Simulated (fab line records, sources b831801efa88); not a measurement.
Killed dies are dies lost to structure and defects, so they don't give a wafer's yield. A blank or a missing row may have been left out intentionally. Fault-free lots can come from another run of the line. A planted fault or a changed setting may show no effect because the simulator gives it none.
Matching of chambers    flow gf180mcu    pecvd-02 running GF_SAB_CVD_00: 3 sister chambers
The step deposits SiO2 from TEOS, target thk 50 nm, time 4.9302 s. 3 wafers are shown with their chamber, then 8 later ones without.

## WAFERS PAIRED WITH THEIR CHAMBERS
wafer   chamber  heater power w (W)
L748.4  0        674
L748.6  2        745
L750.1  1        735

## WAFERS WHOSE CHAMBER IS MISSING
wafer   heater power w (W)
L750.3  667
L750.4  629
L754.4  711
L754.5  644
L754.6  748
L755.1  713
L755.3  635
L755.6  635

## EACH ONE'S CHAMBER
wafer    from the rows above            in truth
L750.3   0                              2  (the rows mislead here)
L750.4   0                              0
L754.4   can't be placed: 1 or 2 or 0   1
L754.5   0                              0
L754.6   can't be placed: 2 or 1        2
L755.1   can't be placed: 1 or 2 or 0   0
L755.3   0                              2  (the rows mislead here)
L755.6   0                              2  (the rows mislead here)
Correct placement for 2 of the 8. These rows do not allow placing 3 (true chamber among the candidates in 3). Number placed wrongly: 3.
How it was worked out, from the rows above alone: a wafer's distance from a chamber is the root of the sum, over the readings, of the square of ((its reading less the chamber's mean) divided by the reading's scatter). The wafer belongs to the nearest chamber; if the next one is less than 2 further off, it can't be placed. The mean given for a chamber averages the wafers shown for that chamber. The scatter: root of mean squared gap, hidden wafer to nearest shown wafer, with one shown wafer a chamber.
